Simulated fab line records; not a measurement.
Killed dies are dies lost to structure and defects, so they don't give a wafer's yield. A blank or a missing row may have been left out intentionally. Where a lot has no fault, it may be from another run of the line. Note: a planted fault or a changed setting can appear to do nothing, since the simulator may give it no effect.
Which tool did it? -- flow sky130 -- 42 wafers from 14 lots sampled at 4 of the route's 708 steps

== WHAT EACH GAUGE READ, for each wafer ==
Not one reading of a measure or inspect step in the record can be checked against a usual standard deviation.

== EACH LOT AND THE TOOL THAT RAN IT (in order: tool; ch and the chambers of the sampled wafers; start) ==
lot,SKY_RES_PROTECT_STRIP_07,SKY_POLY_GATE_ETCH_15,SKY_LDD_HVN_STRIP_09,SKY_METAL3_DEVELOP_12
L390,"plasmaAsher-01 ch 0,1, day 14 21:24","rieDiel-01 ch 1,3, day 16 04:22","plasmaAsher-02 ch 1, day 20 02:28","lithoTrack-01 ch 0, day 38 20:00"
L393,"plasmaAsher-02 ch 0,1, day 15 23:58","rieDiel-01 ch 1,2,3, day 17 06:13","plasmaAsher-04 ch 0,1, day 21 11:33","lithoTrack-03 ch 0, day 39 19:00"
L394,"plasmaAsher-02 ch 0,1, day 16 11:19","rieDiel-03 ch 0,1,3, day 17 17:07","plasmaAsher-01 ch 0,1, day 21 17:03","lithoTrack-04 ch 0, day 40 00:00"
L396,"plasmaAsher-02 ch 0,1, day 17 09:58","rieDiel-02 ch 0,1,2, day 18 17:31","plasmaAsher-04 ch 0,1, day 22 19:30","lithoTrack-03 ch 0, day 40 21:00"
L398,"plasmaAsher-04 ch 0,1, day 18 05:52","rieDiel-01 ch 1,3, day 19 14:43","plasmaAsher-04 ch 0, day 23 16:24","lithoTrack-04 ch 0, day 41 11:00"
L399,"plasmaAsher-04 ch 1, day 18 11:49","rieDiel-02 ch 0,1,3, day 19 20:55","plasmaAsher-02 ch 0, day 23 21:48","lithoTrack-04 ch 0, day 41 19:00"
L401,"plasmaAsher-04 ch 0,1, day 19 03:04","rieDiel-01 ch 0,3, day 20 15:13","plasmaAsher-02 ch 0,1, day 24 16:38","lithoTrack-04, day 42 07:00"
L402,"plasmaAsher-02 ch 0,1, day 19 16:58","rieDiel-02 ch 2,3, day 21 02:49","plasmaAsher-02 ch 0,1, day 25 02:57","lithoTrack-04, day 42 17:00"
L407,"plasmaAsher-04 ch 0, day 21 06:16","rieDiel-02 ch 0,1,2, day 22 15:43","plasmaAsher-04 ch 0, day 26 14:59","lithoTrack-04 ch 0, day 43 22:00"
L408,"plasmaAsher-04 ch 0,1, day 21 12:48","rieDiel-01 ch 0,3, day 22 22:28","plasmaAsher-01 ch 0,1, day 26 20:26","lithoTrack-01 ch 0, day 44 03:00"
L409,"plasmaAsher-04 ch 0,1, day 22 07:07","rieDiel-02 ch 1,2, day 23 15:55","plasmaAsher-04 ch 1, day 27 11:06","lithoTrack-01 ch 0, day 44 14:00"
L410,"plasmaAsher-04 ch 0,1, day 23 01:58","rieDiel-01 ch 0,2, day 24 09:58","plasmaAsher-04 ch 0,1, day 28 05:51","lithoTrack-04 ch 0, day 45 12:00"
L411,"plasmaAsher-01 ch 0,1, day 23 12:01","rieDiel-01 ch 0,1,3, day 24 20:58","plasmaAsher-02 ch 0,1, day 28 16:50","lithoTrack-03 ch 0, day 45 12:00"
L412,"plasmaAsher-02 ch 0, day 23 12:58","rieDiel-02 ch 2,3, day 24 22:31","plasmaAsher-02 ch 0,1, day 28 17:56","lithoTrack-04 ch 0, day 45 12:00"
- SKY_RES_PROTECT_STRIP_07: strips in O2/N2.
- SKY_POLY_GATE_ETCH_15: etches BARC in N2/H2, stops on SiO2, time 118.5 s, target depth 110 nm.
- SKY_LDD_HVN_STRIP_09: strips in O2/N2.
- SKY_METAL3_DEVELOP_12: develop time 60 s.

== WHAT THE TOOLS THEMSELVES READ (means of the sampled wafers that have a number; where no wafer has one, the mark that the record gives instead) ==
SKY_RES_PROTECT_STRIP_07. Usual: drypumpMotorCurrentA 5.2 A, standard deviation 0.36; oesProductAu 0.517 a.u., standard deviation 0.0045; stripTimeToEndpointS 23.29 s, standard deviation 0.039.
lot,tool,drypumpMotorCurrentA (A),oesProductAu (a.u.),stripTimeToEndpointS (s),flag
L390,plasmaAsher-01,5.0,0.517,23.26,
L393,plasmaAsher-02,5.2,0.517,23.29,
L394,plasmaAsher-02,5.2,0.520,23.30,
L396,plasmaAsher-02,5.3,0.518,23.27,
L398,plasmaAsher-04,5.1,0.513,23.25,
L399,plasmaAsher-04,5.2,0.516,23.30,
L401,plasmaAsher-04,5.0,0.521,23.33,
L402,plasmaAsher-02,5.2,0.516,23.22,
L407,plasmaAsher-04,4.9,0.526,23.33,
L408,plasmaAsher-04,5.1,0.518,23.31,
L409,plasmaAsher-04,5.1,0.515,23.36,
L410,plasmaAsher-04,5.1,0.516,23.28,
L411,plasmaAsher-01,5.5,0.515,23.27,
L412,plasmaAsher-02,5.1,0.518,23.32,

SKY_POLY_GATE_ETCH_15. Usual: drypumpMotorCurrentA 5.6 A, standard deviation 0.49; oesProductAu 0.716 a.u., standard deviation 0.0047; throttleValvePct 13.213 %, standard deviation 0.0092.
lot,tool,drypumpMotorCurrentA (A),oesProductAu (a.u.),throttleValvePct (%),flag
L390,rieDiel-01,4.9,0.721,13.222,
L393,rieDiel-01,5.3,0.716,13.214,
L394,rieDiel-03,6.0,0.717,13.214,
L396,rieDiel-02,5.8,0.719,13.215,
L398,rieDiel-01,4.9,0.714,13.229,
L399,rieDiel-02,6.0,0.719,13.220,
L401,rieDiel-01,5.5,0.714,13.213,
L402,rieDiel-02,5.8,0.715,13.209,
L407,rieDiel-02,5.8,0.717,13.215,
L408,rieDiel-01,5.5,0.720,13.207,
L409,rieDiel-02,5.7,0.715,13.214,
L410,rieDiel-01,5.8,0.714,13.204,
L411,rieDiel-01,5.2,0.718,13.221,
L412,rieDiel-02,5.9,0.714,13.218,

SKY_LDD_HVN_STRIP_09. Usual: drypumpMotorCurrentA 5.2 A, standard deviation 0.33; oesProductAu 0.409 a.u., standard deviation 0.004; stripTimeToEndpointS 4.137 s, standard deviation 0.015.
lot,tool,drypumpMotorCurrentA (A),oesProductAu (a.u.),stripTimeToEndpointS (s),flag
L390,plasmaAsher-02,5.4,0.411,4.134,
L393,plasmaAsher-04,5.0,0.412,4.147,
L394,plasmaAsher-01,5.0,0.410,4.140,
L396,plasmaAsher-04,5.0,0.406,4.132,
L398,plasmaAsher-04,4.9,0.405,4.146,
L399,plasmaAsher-02,5.1,0.408,4.128,
L401,plasmaAsher-02,5.3,0.408,4.156,
L402,plasmaAsher-02,5.2,0.411,4.144,
L407,plasmaAsher-04,5.0,0.409,4.132,
L408,plasmaAsher-01,5.5,0.410,4.119,
L409,plasmaAsher-04,5.2,0.411,4.140,
L410,plasmaAsher-04,5.0,0.404,4.117,
L411,plasmaAsher-02,5.3,0.411,4.133,
L412,plasmaAsher-02,5.2,0.407,4.149,

SKY_METAL3_DEVELOP_12. Usual: chillPlateTempC 22.98 C, standard deviation 0.1; exhaustPa 45.2 Pa, standard deviation 0.86.
lot,tool,chillPlateTempC (C),exhaustPa (Pa),flag
L390,lithoTrack-01,23.06,44.9,
L393,lithoTrack-03,22.93,45.5,
L394,lithoTrack-04,22.94,45.0,
L396,lithoTrack-03,22.95,45.5,
L398,lithoTrack-04,22.88,44.7,
L399,lithoTrack-04,22.83,45.3,
L401,lithoTrack-04,-,-,OFF
L402,lithoTrack-04,-,-,OFF
L407,lithoTrack-04,23.17,44.7,
L408,lithoTrack-01,22.96,44.8,
L409,lithoTrack-01,23.00,46.1,
L410,lithoTrack-04,22.99,44.8,
L411,lithoTrack-03,23.05,45.4,
L412,lithoTrack-04,22.99,46.4,

== THE ANSWER, worked out from the rows above alone ==
Rule: take the mean of a lot's wafers that have a number; if it is more than 3 standard deviations from the usual mean, the lot is off. A lot without any number at a reading at which 4 lots or more have one is off too. All remaining lots with rows at the step are treated as sound. First the gauges in route order, then the tools' own readings, where a lot's mean is used as printed above. The first step at which some lot is off is used, and at that step the reading that is off furthest; a lot without a number counts as furthest.
Off at SKY_METAL3_DEVELOP_12 (chillPlateTempC): L401, L402. Without a number there: L401, L402.
A tool fits if, at that step or a process step before it, it ran every lot that is off, and no sound lot after the first of them. Not one of the candidates tried fits.

== WHAT THE SIMULATOR PUT IN ==
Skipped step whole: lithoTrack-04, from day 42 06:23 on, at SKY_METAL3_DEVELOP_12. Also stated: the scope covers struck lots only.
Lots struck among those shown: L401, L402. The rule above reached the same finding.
